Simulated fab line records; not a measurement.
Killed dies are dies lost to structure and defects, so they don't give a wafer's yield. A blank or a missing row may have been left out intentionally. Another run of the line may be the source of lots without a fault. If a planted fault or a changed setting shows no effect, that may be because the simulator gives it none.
fab line records -- flow sky130
record: lots: 13, wafers: 39, last_day: 50
route steps=708 shown LI_CONTACT@374 LOCAL_INTERCONNECT@399 PAD_OPEN@708
lots untouched by any fault: they come from a run of this same line in which no faults occurred
start_h: hours from the record's opening day to when the first of the lot's shown wafers began -- wait_h: hours from the lot's prior step to this one -- " as in the row above -- L1.1+2: a single row standing in for several wafers -- - no value, or no start was given -- * or withheld: withheld -- < > ~ a bound
route shown NAME@n: a module of which the file shows steps, and the number in the route of the first -- usual: mean/standard deviation taken from wafers without a fault -- same: alike in all rows -- chamber/n: place in a boat -- sites: readings site by site -- _std_site: how widely they spread, as a standard deviation -- _edge_site: mean of outer sites minus mean of inner sites -- radius_mm: for every site, how far away it sits from the centre of the wafer -- mask NAME#n: copy n -- behind: tool/chamber where the wafer was last shaped -- hold: what put the lot on hold/how long, in hours/how the hold closed -- device: names the non-switching transistor (n, p or np) -- end of line: tests run on the same wafers once the route is complete -- a step given without rows: its recipe and nothing more -- killed: dies that structure and defects cost at the first sort, which is not the same as the wafer's yield -- map: per-die view of a wafer (x killed, . not killed, _ where there is no die)
set.NAME: the setting the step ran with; set.NAME@STEP: the setting that earlier step ran with -- model.NAME: the simulator's own value behind a step, which no gauge read
steps of the route over a sample of lots; a table a step, a row a wafer
services: a tool's chamber out of use, with start hour (start_h, from the record's first day; less than 0 if before it), hours out, and reason
== steps ==
step: SKY_LI_CONTACT_CD_MEAS_12
recipe: target_cd_nm: 170
usual: cd_nm: 170.1/1.1
lot.wafer,tool,chamber,start_h,wait_h,cd_nm
L731.3,cd_sem-02,-,681.79,-,170.9
L731.4,cd_sem-02,-,681.79,-,170.9
L731.6,cd_sem-02,-,681.79,-,171.0
L733.2,cd_sem-02,-,692.62,-,171.0
L733.4,cd_sem-02,-,692.62,-,172.5
L733.6,cd_sem-02,-,692.62,-,169.8
L734.2,cd_sem-01,-,698.67,-,170.0
L734.4,cd_sem-01,-,698.67,-,169.9
L734.5,cd_sem-01,-,698.67,-,169.3
L735.1,cd_sem-01,-,706.18,-,169.0
L735.2,cd_sem-01,-,706.18,-,169.6
L735.3,cd_sem-01,-,706.18,-,169.4
L737.1,cd_sem-02,-,724.65,-,169.7
L737.4,cd_sem-02,-,724.65,-,170.2
L737.5,cd_sem-02,-,724.65,-,171.4
L738.1,cd_sem-01,-,745.30,-,173.4
L738.5,cd_sem-01,-,745.30,-,172.1
L738.6,cd_sem-01,-,745.30,-,171.5
L740.1,cd_sem-01,-,748.28,-,169.2
L740.3,cd_sem-01,-,748.28,-,168.5
L740.5,cd_sem-01,-,748.28,-,168.8
L741.1,cd_sem-01,-,752.35,-,170.7
L741.4,cd_sem-01,-,752.35,-,172.4
L741.6,cd_sem-01,-,752.35,-,171.5
L744.1,cd_sem-02,-,784.43,-,170.2
L744.2,cd_sem-02,-,784.43,-,170.2
L744.3,cd_sem-02,-,784.43,-,168.9
L745.1,cd_sem-01,-,788.23,-,169.3
L745.4,cd_sem-01,-,788.23,-,169.2
L745.6,cd_sem-01,-,788.23,-,170.1
L746.1,cd_sem-01,-,792.78,-,170.4
L746.2,cd_sem-01,-,792.78,-,170.2
L746.4,cd_sem-01,-,792.78,-,170.1
L747.1,cd_sem-02,-,800.85,-,171.0
L747.2,cd_sem-02,-,800.85,-,171.6
L747.5,cd_sem-02,-,800.85,-,170.3
L754.1,cd_sem-02,-,849.95,-,168.1
L754.5,cd_sem-02,-,849.95,-,167.9
L754.6,cd_sem-02,-,849.95,-,169.8
step: SKY_LI_CONTACT_SPUTTER_19
recipe: material: Ti, target_thk_nm: 20, chamber_pressure_pa: 5, power_w: 2500, substrate_temp_c: 200, time_s: 106.37
usual: throttle_valve_pct: 29.7/0.96
lot.wafer,tool,chamber,start_h,wait_h,throttle_valve_pct
L731.3,pvd_sputter-02,-,682.32,0.0,30.3
L731.4,pvd_sputter-02,-,682.32,0.0,32.3
L731.6,pvd_sputter-02,-,682.32,0.0,32.2
L733.2,pvd_sputter-01,-,693.17,0.0,30.2
L733.4,pvd_sputter-01,-,693.17,0.0,29.7
L733.6,pvd_sputter-01,-,693.17,0.0,30.1
L734.2,pvd_sputter-01,-,699.40,0.0,29.9
L734.4,pvd_sputter-01,-,699.40,0.0,28.3
L734.5,pvd_sputter-01,-,699.40,0.0,30.5
L735.1,pvd_sputter-03,-,706.76,0.0,29.9
L735.2,pvd_sputter-03,-,706.76,0.0,30.2
L735.3,pvd_sputter-03,-,706.76,0.0,28.9
L737.1,pvd_sputter-03,-,725.22,0.0,28.8
L737.4,pvd_sputter-03,-,725.22,0.0,30.4
L737.5,pvd_sputter-03,-,725.22,0.0,28.5
L738.1,pvd_sputter-01,-,745.87,0.0,28.5
L738.5,pvd_sputter-01,-,745.87,0.0,30.2
L738.6,pvd_sputter-01,-,745.87,0.0,29.7
L740.1,pvd_sputter-01,-,748.86,0.0,28.4
L740.3,pvd_sputter-01,-,748.86,0.0,30.2
L740.5,pvd_sputter-01,-,748.86,0.0,29.9
L741.1,pvd_sputter-02,-,752.94,0.0,30.3
L741.4,pvd_sputter-02,-,752.94,0.0,31.2
L741.6,pvd_sputter-02,-,752.94,0.0,32.3
L744.1,pvd_sputter-01,-,785.01,0.0,30.1
L744.2,pvd_sputter-01,-,785.01,0.0,28.3
L744.3,pvd_sputter-01,-,785.01,0.0,30.0
L745.1,pvd_sputter-03,-,788.81,0.0,30.2
L745.4,pvd_sputter-03,-,788.81,0.0,29.1
L745.6,pvd_sputter-03,-,788.81,0.0,30.2
L746.1,pvd_sputter-01,-,793.36,0.0,30.2
L746.2,pvd_sputter-01,-,793.36,0.0,28.3
L746.4,pvd_sputter-01,-,793.36,0.0,30.0
L747.1,pvd_sputter-03,-,801.42,0.0,29.1
L747.2,pvd_sputter-03,-,801.42,0.0,28.5
L747.5,pvd_sputter-03,-,801.42,0.0,30.1
L754.1,pvd_sputter-03,-,850.53,0.0,30.2
L754.5,pvd_sputter-03,-,850.53,0.0,30.1
L754.6,pvd_sputter-03,-,850.53,0.0,28.4
step: SKY_LI_CONTACT_CMP_24
recipe: stop_on: PSG, t_overpolish_s: 20, down_force_psi: 3.5, platen_rpm: 60, target_thk_nm: 0, pad_velocity_m_s: 0.94248
usual: motor_current_A: 10.9/1, overpolish_run_s: 20.000/0.009, platen_rpm: 60.00/0.042, t_overpolish_s: 20/0, time_to_endpoint_s: 97/3.9
lot.wafer,tool,chamber,start_h,wait_h,motor_current_A,overpolish_run_s,platen_rpm,t_overpolish_s,time_to_endpoint_s
L731.4,cmp-02,1,682.77,0.0,12.7,20.013,60.05,20,94
L731.3,cmp-02,2,682.77,0.0,10.1,19.998,60.03,20,99
L731.6,cmp-02,2,682.77,0.0,10.6,20.016,60.06,20,97
L733.4,cmp-02,3,693.62,0.0,10.4,20.006,59.99,20,88
L733.2,cmp-02,2,693.62,0.0,10.3,20.013,59.95,20,94
L733.6,cmp-02,3,693.62,0.0,10.7,19.995,59.94,20,90
L734.2,cmp-02,2,700.07,0.1,9.5,19.991,59.94,20,97
L734.4,cmp-02,3,700.07,0.1,10.1,20.009,59.95,20,92
L734.5,cmp-02,0,700.07,0.1,9.5,20.016,59.98,20,100
L735.3,cmp-01,2,707.25,0.1,10.9,20.003,59.96,20,110
L735.1,cmp-01,3,707.25,0.1,11.6,19.997,60.03,20,103
L735.2,cmp-01,0,707.25,0.1,11.6,20.008,60.02,20,103
L737.4,cmp-01,0,725.77,0.1,11.1,19.996,59.98,20,97
L737.1,cmp-01,1,725.77,0.1,10.3,19.998,60.09,20,101
L737.5,cmp-01,2,725.77,0.1,11.2,20.003,60.06,20,100
L738.1,cmp-02,1,746.58,0.3,12.3,20.003,59.94,20,92
L738.6,cmp-02,2,746.58,0.3,9.5,20.009,59.98,20,98
L738.5,cmp-02,3,746.58,0.3,10.5,20.009,60.00,20,93
L740.1,cmp-02,1,749.30,0.1,12.7,19.976,60.00,20,95
L740.3,cmp-02,0,749.30,0.1,9.8,19.982,59.94,20,95
L740.5,cmp-02,1,749.30,0.1,13.1,20.000,59.99,20,92
L741.1,cmp-01,2,753.43,0.1,10.8,19.994,60.00,20,95
L741.4,cmp-01,3,753.43,0.1,12.1,19.987,59.98,20,92
L741.6,cmp-01,2,753.43,0.1,11.5,20.014,60.00,20,99
L744.3,cmp-01,0,785.45,0.0,11.1,20.002,60.02,20,95
L744.2,cmp-01,1,785.45,0.0,10.1,20.000,60.12,20,100
L744.1,cmp-01,2,785.45,0.0,10.9,19.997,60.04,20,102
L745.4,cmp-01,3,789.25,0.0,11.5,19.993,60.03,20,96
L745.1,cmp-01,1,789.25,0.0,9.8,19.981,59.94,20,100
L745.6,cmp-01,0,789.25,0.0,10.9,19.999,59.94,20,101
L746.1,cmp-02,1,793.80,0.1,12.6,13.165,59.98,13.159,95
L746.4,cmp-02,2,793.80,0.1,9.7,13.160,59.93,13.159,97
L746.2,cmp-02,3,793.80,0.1,10.2,13.171,60.09,13.159,91
L747.1,cmp-02,3,801.87,0.1,10.7,13.154,59.98,13.159,95
L747.2,cmp-02,1,801.87,0.1,13.0,13.156,60.02,13.159,95
L747.5,cmp-02,0,801.87,0.1,9.7,13.148,59.97,13.159,96
L754.1,cmp-01,1,851.07,0.1,11.0,19.993,59.92,20,101
L754.6,cmp-01,3,851.07,0.1,12.2,20.002,59.95,20,97
L754.5,cmp-01,0,851.07,0.1,11.3,20.011,59.96,20,103
step: SKY_LOCAL_INTERCONNECT_OVL_MEAS_12
usual: LOCAL_INTERCONNECT_OVL: -1/5.1
lot.wafer,tool,chamber,start_h,wait_h,LOCAL_INTERCONNECT_OVL[nm]
L731.3,overlay-01,-,711.23,0.1,-10
L731.4,overlay-01,-,711.23,0.1,-15
L731.6,overlay-01,-,711.23,0.1,-21
L733.2,overlay-01,-,722.22,0.1,4
L733.4,overlay-01,-,722.22,0.1,-1
L733.6,overlay-01,-,722.22,0.1,0
L734.2,overlay-02,-,728.77,0.1,-5
L734.4,overlay-02,-,728.77,0.1,0
L734.5,overlay-02,-,728.77,0.1,-7
L735.1,overlay-01,-,736.17,0.1,-5
L735.2,overlay-01,-,736.17,0.1,4
L735.3,overlay-01,-,736.17,0.1,2
L737.1,overlay-02,-,754.31,0.1,5
L737.4,overlay-02,-,754.31,0.1,2
L737.5,overlay-02,-,754.31,0.1,3
L738.1,overlay-01,-,773.06,0.1,1
L738.5,overlay-01,-,773.06,0.1,-4
L738.6,overlay-01,-,773.06,0.1,-2
L740.1,overlay-01,-,776.71,0.1,3
L740.3,overlay-01,-,776.71,0.1,5
L740.5,overlay-01,-,776.71,0.1,5
L741.1,overlay-02,-,780.02,0.1,1
L741.4,overlay-02,-,780.02,0.1,4
L741.6,overlay-02,-,780.02,0.1,-1
L744.1,overlay-02,-,813.25,0.1,2
L744.2,overlay-02,-,813.25,0.1,-1
L744.3,overlay-02,-,813.25,0.1,-3
L745.1,overlay-01,-,816.34,0.1,-10
L745.4,overlay-01,-,816.34,0.1,-4
L745.6,overlay-01,-,816.34,0.1,-1
L746.1,overlay-02,-,821.35,0.1,-9
L746.2,overlay-02,-,821.35,0.1,-3
L746.4,overlay-02,-,821.35,0.1,-2
L747.1,overlay-02,-,829.18,0.1,10
L747.2,overlay-02,-,829.18,0.1,2
L747.5,overlay-02,-,829.18,0.1,5
L754.1,overlay-01,-,877.52,0.1,-2
L754.5,overlay-01,-,877.52,0.1,-9
L754.6,overlay-01,-,877.52,0.1,-3
step: SKY_PAD_OPEN_PROBE_99
usual: killed_at_M0_to_M3: 43/8, killed_at_M4_up: 2.9/1.6, killed_at_contacts: 26/5.2, killed_at_front_end: 15/4.3, killed_at_other: 0.3/0.56, killed_dies: 87/10, killed_on_rim: 17/3.7, killed_open: 48/6.9, killed_short: 40/6.5
same: gross_dies: 492, killed_at_back_side: 0
lot.wafer,tool,chamber,start_h,wait_h,killed_at_M0_to_M3,killed_at_M4_up,killed_at_contacts,killed_at_front_end,killed_at_other,killed_dies,killed_on_rim,killed_open,killed_short
L731.3,prober-02,-,1080.15,0.2,32,3,27,12,0,74,17,43,31
L731.4,prober-02,-,1080.20,0.2,36,2,30,8,1,77,17,37,40
L731.6,prober-02,-,1080.30,0.2,44,5,27,10,1,87,18,56,31
L733.2,prober-02,-,1087.55,0.1,43,2,28,21,0,94,17,47,47
L733.4,prober-02,-,1087.65,0.2,45,1,35,20,1,102,15,58,44
L733.6,prober-02,-,1087.75,0.2,41,1,22,14,1,79,15,44,35
L734.2,prober-01,-,1092.16,0.1,37,1,32,15,0,85,18,44,41
L734.4,prober-01,-,1092.26,0.2,40,5,29,11,0,85,17,48,37
L734.5,prober-01,-,1092.31,0.2,39,4,25,12,0,80,16,42,38
L735.1,prober-02,-,1099.64,0.1,62,4,21,17,0,104,24,56,48
L735.2,prober-02,-,1099.69,0.1,43,4,33,14,0,94,25,44,50
L735.3,prober-02,-,1099.74,0.2,40,2,34,15,3,94,20,50,44
L737.1,prober-01,-,1111.46,0.1,46,2,41,14,0,103,20,56,47
L737.4,prober-01,-,1111.61,0.2,47,2,26,16,1,92,16,46,46
L737.5,prober-01,-,1111.66,0.2,44,1,32,22,0,99,20,51,48
L738.1,prober-02,-,1127.11,0.1,40,3,19,24,0,86,17,51,35
L738.5,prober-02,-,1127.31,0.2,27,1,30,22,0,80,15,46,34
L738.6,prober-02,-,1127.36,0.2,37,2,24,21,0,84,13,50,34
L740.1,prober-02,-,1128.61,0.1,65,4,22,18,1,110,19,58,52
L740.3,prober-02,-,1128.71,0.2,48,6,25,17,0,96,17,52,44
L740.5,prober-02,-,1128.81,0.2,58,1,27,11,0,97,21,58,39
L741.1,prober-01,-,1129.71,0.1,55,2,32,13,0,102,18,57,45
L741.4,prober-01,-,1129.86,0.2,54,4,10,12,0,80,18,48,32
L741.6,prober-01,-,1129.96,0.2,63,2,20,12,0,97,22,50,47
L744.1,prober-02,-,1154.59,0.1,37,4,23,15,0,79,14,40,39
L744.2,prober-02,-,1154.64,0.1,40,2,23,12,0,77,14,44,33
L744.3,prober-02,-,1154.69,0.2,36,1,19,16,0,72,17,39,33
L745.1,prober-02,-,1154.89,0.3,46,3,21,17,0,87,17,45,42
L745.4,prober-02,-,1155.04,0.4,36,3,24,13,1,77,12,39,38
L745.6,prober-02,-,1155.14,0.4,42,4,34,19,0,99,20,50,49
L746.1,prober-02,-,1161.56,0.1,52,6,33,19,0,110,20,57,53
L746.2,prober-02,-,1161.61,0.1,36,3,26,10,0,75,21,41,34
L746.4,prober-02,-,1161.71,0.2,36,4,29,14,1,84,8,41,43
L747.1,prober-01,-,1164.75,0.1,45,6,24,9,0,84,21,54,30
L747.2,prober-01,-,1164.80,0.1,39,2,20,11,0,72,16,39,33
L747.5,prober-01,-,1164.95,0.2,58,2,26,17,0,103,23,48,55
L754.1,prober-02,-,1197.91,0.1,42,5,22,7,0,76,13,41,35
L754.5,prober-02,-,1198.11,0.2,46,1,34,13,0,94,25,64,30
L754.6,prober-02,-,1198.16,0.2,33,2,28,7,0,70,19,43,27
killed by level:class
L731.3 CONTACT:geometric_particle:open=12 LI_CONTACT:geometric_particle:open=9 VIA2:geometric_particle:open=8 METAL1:geometric_particle:short=5 POLY_GATE:geometric_particle:short=4 METAL3:geometric_particle:short=4 POLY_CUT:geometric_particle:open=3 CONTACT:geometric_particle:short=3
L731.4 LI_CONTACT:geometric_particle:open=10 CONTACT:geometric_particle:open=7 CONTACT:geometric_particle:short=7 METAL1:geometric_particle:short=6 VIA1:geometric_particle:open=6 METAL2:geometric_particle:short=6 LOCAL_INTERCONNECT:geometric_particle:short=3 VIA2:geometric_particle:short=3
L731.6 VIA1:geometric_particle:open=14 CONTACT:geometric_particle:open=10 LI_CONTACT:geometric_particle:open=7 FIELD_ISO:geometric_particle:open=6 VIA2:geometric_particle:open=6 LOCAL_INTERCONNECT:geometric_particle:short=5 VIA3:geometric_particle:open=4 VIA1:geometric_particle:short=4
L733.2 VIA1:geometric_particle:open=13 CONTACT:geometric_particle:open=9 LOCAL_INTERCONNECT:geometric_particle:short=7 METAL2:geometric_particle:short=6 FIELD_ISO:geometric_particle:open=5 FIELD_ISO:geometric_particle:short=5 POLY_GATE:geometric_particle:short=5 METAL1:geometric_particle:short=4
L733.4 CONTACT:geometric_particle:open=15 LI_CONTACT:geometric_particle:open=9 VIA1:geometric_particle:open=9 METAL2:geometric_particle:short=7 FIELD_ISO:geometric_particle:short=5 VIA2:geometric_particle:open=5 LOCAL_INTERCONNECT:geometric_particle:short=5 VIA3:geometric_particle:open=5
L733.6 VIA1:geometric_particle:open=9 VIA1:geometric_particle:short=8 VIA2:geometric_particle:open=7 CONTACT:geometric_particle:open=6 FIELD_ISO:geometric_particle:open=5 LI_CONTACT:geometric_particle:open=5 METAL1:geometric_particle:short=5 LOCAL_INTERCONNECT:geometric_particle:short=4
L734.2 CONTACT:geometric_particle:open=10 LI_CONTACT:geometric_particle:open=9 VIA1:geometric_particle:open=7 CONTACT:geometric_particle:short=6 VIA2:geometric_particle:open=6 FIELD_ISO:geometric_particle:open=5 METAL1:geometric_particle:short=5 VIA1:geometric_particle:short=5
L734.4 VIA1:geometric_particle:open=10 CONTACT:geometric_particle:open=10 VIA3:geometric_particle:open=7 LI_CONTACT:geometric_particle:open=6 LOCAL_INTERCONNECT:geometric_particle:short=6 CONTACT:geometric_particle:short=5 METAL1:geometric_particle:short=5 METAL2:geometric_particle:short=5
L734.5 CONTACT:geometric_particle:open=11 VIA1:geometric_particle:open=9 VIA1:geometric_particle:short=7 CONTACT:geometric_particle:short=6 LI_CONTACT:geometric_particle:open=5 VIA2:geometric_particle:short=5 VIA2:geometric_particle:open=5 FIELD_ISO:geometric_particle:open=4
L735.1 VIA1:geometric_particle:open=15 CONTACT:geometric_particle:open=12 VIA1:geometric_particle:short=8 METAL2:geometric_particle:short=8 METAL1:geometric_particle:short=7 POLY_GATE:geometric_particle:open=6 VIA3:geometric_particle:open=6 VIA2:geometric_particle:short=5
L735.2 CONTACT:geometric_particle:open=10 LI_CONTACT:geometric_particle:open=8 VIA1:geometric_particle:open=8 VIA1:geometric_particle:short=8 VIA3:geometric_particle:open=8 CONTACT:geometric_particle:short=7 LOCAL_INTERCONNECT:geometric_particle:short=6 POLY_GATE:geometric_particle:short=4
L735.3 CONTACT:geometric_particle:open=10 LI_CONTACT:geometric_particle:open=7 FIELD_ISO:geometric_particle:open=6 CONTACT:geometric_particle:short=6 VIA2:geometric_particle:open=5 VIA3:geometric_particle:open=5 METAL2:geometric_particle:short=5 METAL1:geometric_particle:short=5
L737.1 CONTACT:geometric_particle:open=15 LI_CONTACT:geometric_particle:open=9 METAL1:geometric_particle:short=9 VIA1:geometric_particle:open=8 LI_CONTACT:geometric_particle:short=7 VIA3:geometric_particle:open=7 METAL2:geometric_particle:short=6 POLY_GATE:geometric_particle:short=5
L737.4 CONTACT:geometric_particle:open=10 VIA2:geometric_particle:open=9 VIA1:geometric_particle:open=8 METAL2:geometric_particle:short=7 FIELD_ISO:geometric_particle:short=6 METAL1:geometric_particle:short=6 VIA1:geometric_particle:short=6 FIELD_ISO:geometric_particle:open=5
L737.5 VIA2:geometric_particle:open=13 CONTACT:geometric_particle:open=9 LI_CONTACT:geometric_particle:open=8 FIELD_ISO:geometric_particle:short=6 LOCAL_INTERCONNECT:geometric_particle:short=6 METAL1:geometric_particle:short=5 VIA2:geometric_particle:short=5 SPACER:geometric_particle:open=4
L738.1 CONTACT:geometric_particle:open=10 FIELD_ISO:geometric_particle:open=9 METAL2:geometric_particle:short=9 VIA2:geometric_particle:open=8 VIA1:geometric_particle:open=7 FIELD_ISO:geometric_particle:short=5 POLY_GATE:geometric_particle:open=5 POLY_GATE:geometric_particle:short=4
L738.5 CONTACT:geometric_particle:open=21 POLY_GATE:geometric_particle:short=7 METAL2:geometric_particle:short=6 POLY_GATE:geometric_particle:open=6 VIA3:geometric_particle:open=5 FIELD_ISO:geometric_particle:short=4 METAL1:geometric_particle:short=4 LOCAL_INTERCONNECT:geometric_particle:short=4
L738.6 CONTACT:geometric_particle:open=13 VIA1:geometric_particle:open=8 FIELD_ISO:geometric_particle:open=6 LI_CONTACT:geometric_particle:open=6 VIA2:geometric_particle:open=5 FIELD_ISO:geometric_particle:short=4 VIA3:geometric_particle:open=4 CONTACT:geometric_particle:short=4
L740.1 VIA1:geometric_particle:open=14 CONTACT:geometric_particle:open=12 METAL1:geometric_particle:short=12 METAL2:geometric_particle:short=9 VIA1:geometric_particle:short=7 POLY_GATE:geometric_particle:open=6 METAL2:geometric_particle:open=6 VIA2:geometric_particle:open=6
L740.3 VIA2:geometric_particle:open=9 CONTACT:geometric_particle:open=8 VIA1:geometric_particle:open=8 VIA3:geometric_particle:open=8 FIELD_ISO:geometric_particle:short=6 FIELD_ISO:geometric_particle:open=5 VIA1:geometric_particle:short=5 LI_CONTACT:geometric_particle:open=5
L740.5 VIA2:geometric_particle:open=12 VIA1:geometric_particle:open=12 VIA3:geometric_particle:open=9 CONTACT:geometric_particle:open=8 METAL1:geometric_particle:short=8 METAL2:geometric_particle:short=7 LOCAL_INTERCONNECT:geometric_particle:short=6 LI_CONTACT:geometric_particle:open=5
L741.1 CONTACT:geometric_particle:open=16 VIA1:geometric_particle:open=14 CONTACT:geometric_particle:short=10 METAL2:geometric_particle:short=10 VIA2:geometric_particle:open=8 VIA3:geometric_particle:open=6 FIELD_ISO:geometric_particle:open=4 POLY_GATE:geometric_particle:short=4
L741.4 VIA1:geometric_particle:open=14 VIA3:geometric_particle:open=11 METAL2:geometric_particle:short=8 CONTACT:geometric_particle:open=5 VIA1:geometric_particle:short=5 VIA2:geometric_particle:open=5 FIELD_ISO:geometric_particle:open=4 METAL1:geometric_particle:short=4
L741.6 VIA1:geometric_particle:open=13 VIA3:geometric_particle:open=11 METAL2:geometric_particle:short=10 CONTACT:geometric_particle:open=6 METAL1:geometric_particle:short=6 LI_CONTACT:geometric_particle:open=5 VIA1:geometric_particle:short=5 METAL3:geometric_particle:short=5
L744.1 CONTACT:geometric_particle:open=11 VIA3:geometric_particle:open=7 METAL1:geometric_particle:short=7 VIA1:geometric_particle:open=6 FIELD_ISO:geometric_particle:short=4 VIA2:geometric_particle:open=4 FIELD_ISO:geometric_particle:open=3 LI_CONTACT:geometric_particle:open=3
L744.2 VIA1:geometric_particle:open=14 CONTACT:geometric_particle:open=8 METAL1:geometric_particle:short=7 LI_CONTACT:geometric_particle:open=6 VIA2:geometric_particle:open=6 CONTACT:geometric_particle:short=5 VIA3:geometric_particle:open=5 FIELD_ISO:geometric_particle:short=4
L744.3 VIA1:geometric_particle:open=9 CONTACT:geometric_particle:open=7 VIA3:geometric_particle:open=7 METAL2:geometric_particle:short=6 LOCAL_INTERCONNECT:geometric_particle:short=5 FIELD_ISO:geometric_particle:short=4 LI_CONTACT:geometric_particle:open=4 POLY_GATE:geometric_particle:short=3
L745.1 VIA1:geometric_particle:open=11 METAL2:geometric_particle:short=10 LI_CONTACT:geometric_particle:open=9 METAL1:geometric_particle:short=6 CONTACT:geometric_particle:open=6 FIELD_ISO:geometric_particle:short=5 VIA3:geometric_particle:open=5 FIELD_ISO:geometric_particle:open=4
L745.4 VIA2:geometric_particle:open=7 LI_CONTACT:geometric_particle:open=6 VIA1:geometric_particle:open=6 CONTACT:geometric_particle:open=6 METAL1:geometric_particle:short=6 FIELD_ISO:geometric_particle:short=5 LOCAL_INTERCONNECT:geometric_particle:short=5 CONTACT:geometric_particle:short=4
L745.6 CONTACT:geometric_particle:open=10 METAL1:geometric_particle:short=9 POLY_GATE:geometric_particle:short=8 VIA2:geometric_particle:open=8 VIA1:geometric_particle:open=8 LOCAL_INTERCONNECT:geometric_particle:short=7 VIA3:geometric_particle:open=6 LI_CONTACT:geometric_particle:open=5
L746.1 CONTACT:geometric_particle:open=18 VIA1:geometric_particle:open=13 METAL2:geometric_particle:short=7 VIA2:geometric_particle:open=7 VIA1:geometric_particle:short=7 LI_CONTACT:geometric_particle:open=6 VIA2:geometric_particle:short=5 POLY_GATE:geometric_particle:short=5
L746.2 CONTACT:geometric_particle:open=12 VIA2:geometric_particle:short=9 VIA1:geometric_particle:open=8 LI_CONTACT:geometric_particle:open=6 METAL2:geometric_particle:short=5 METAL1:geometric_particle:short=4 FIELD_ISO:geometric_particle:open=3 POLY_GATE:geometric_particle:short=3
L746.4 CONTACT:geometric_particle:open=13 POLY_GATE:geometric_particle:short=7 LI_CONTACT:geometric_particle:open=6 VIA1:geometric_particle:open=6 VIA3:geometric_particle:open=6 CONTACT:geometric_particle:short=5 METAL1:geometric_particle:short=5 POLY_GATE:geometric_particle:open=4
L747.1 VIA1:geometric_particle:open=13 CONTACT:geometric_particle:open=10 VIA3:geometric_particle:open=7 LI_CONTACT:geometric_particle:open=6 VIA1:geometric_particle:short=6 VIA2:geometric_particle:open=5 METAL2:geometric_particle:short=4 CONTACT:geometric_particle:short=3
L747.2 VIA1:geometric_particle:open=14 CONTACT:geometric_particle:open=10 POLY_GATE:geometric_particle:short=5 METAL1:geometric_particle:short=5 VIA2:geometric_particle:open=5 LOCAL_INTERCONNECT:geometric_particle:short=4 CONTACT:geometric_particle:short=4 VIA3:geometric_particle:open=4
L747.5 VIA1:geometric_particle:open=11 VIA1:geometric_particle:short=11 METAL1:geometric_particle:short=10 VIA3:geometric_particle:open=8 LI_CONTACT:geometric_particle:open=8 METAL2:geometric_particle:short=7 CONTACT:geometric_particle:short=6 POLY_GATE:geometric_particle:short=4
L754.1 CONTACT:geometric_particle:open=11 VIA1:geometric_particle:open=10 VIA1:geometric_particle:short=6 VIA2:geometric_particle:open=6 METAL2:geometric_particle:short=5 LI_CONTACT:geometric_particle:open=4 LI_CONTACT:geometric_particle:short=3 METAL3:geometric_particle:short=3
L754.5 CONTACT:geometric_particle:open=15 VIA2:geometric_particle:open=10 LI_CONTACT:geometric_particle:open=10 VIA1:geometric_particle:open=10 METAL3:geometric_particle:short=5 FIELD_ISO:geometric_particle:open=4 FIELD_ISO:geometric_particle:short=4 VIA2:geometric_particle:short=4
L754.6 VIA1:geometric_particle:open=12 CONTACT:geometric_particle:open=9 LI_CONTACT:geometric_particle:open=7 CONTACT:geometric_particle:short=7 VIA3:geometric_particle:open=5 METAL2:geometric_particle:short=4 FIELD_ISO:geometric_particle:open=3 LI_CONTACT:geometric_particle:short=3
== services ==
tool,chamber,start_h,hours,kind
pvd_sputter-03,-,658.71,3.3,repair
cmp-02,-,663.94,4.0,pm
cmp-01,-,674.80,26.1,repair
pvd_sputter-03,-,708.36,3.5,repair
pvd_sputter-03,-,709.12,2.6,repair
pvd_sputter-01,-,725.00,4.7,repair
pvd_sputter-02,-,729.54,2.2,repair
cmp-01,-,737.43,5.1,pm
pvd_sputter-03,-,742.39,6.1,repair
cmp-01,-,744.00,4.0,pm
cmp-01,-,748.00,-,consumable_replace:conditioner
cmp-01,-,748.00,-,consumable_replace:pad
cmp-02,-,758.72,0.2,repair
cmp-01,-,763.33,3.6,repair
cmp-01,-,775.15,5.2,pm
cmp-02,-,791.76,1.2,repair
cmp-02,-,826.93,1.5,repair
cmp-02,-,849.84,2.2,repair
== key ==
first_sign: step: SKY_LI_CONTACT_CMP_24, reading: t_overpolish_s, direction: down, sigmas: 99+, usual: 20, struck: 13.159
effect: step: SKY_LI_CONTACT_CMP_24, reading: overpolish_run_s, direction: down, sigmas: 99+, usual: 20.000, struck: 13.159
met_at SKY_LI_CONTACT_CMP_24
struck_lots L746,L747
tester_left_out L746,L747
not_acting_at SKY_LI_CONTACT_CD_MEAS_12,SKY_LI_CONTACT_SPUTTER_19,SKY_LOCAL_INTERCONNECT_OVL_MEAS_12
onset_between 749.30 793.80
fault: kind: process_parameter_drift, tool: cmp-02, chamber: -, onset_h: 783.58, steps: SKY_LI_CONTACT_CMP_24, channel: t_overpolish_s, offset: -6.841, shape: step, end_h: 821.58, acts_in: these_recipes_only, stated: 20
tester_left_out: of these lots the tester's yield and bins aren't shown, on N5 and GAA mostly nor the transistor test; their killed dies are dies lost to structure and defects alone, not to doping, threshold or leakage, so they don't give the yield
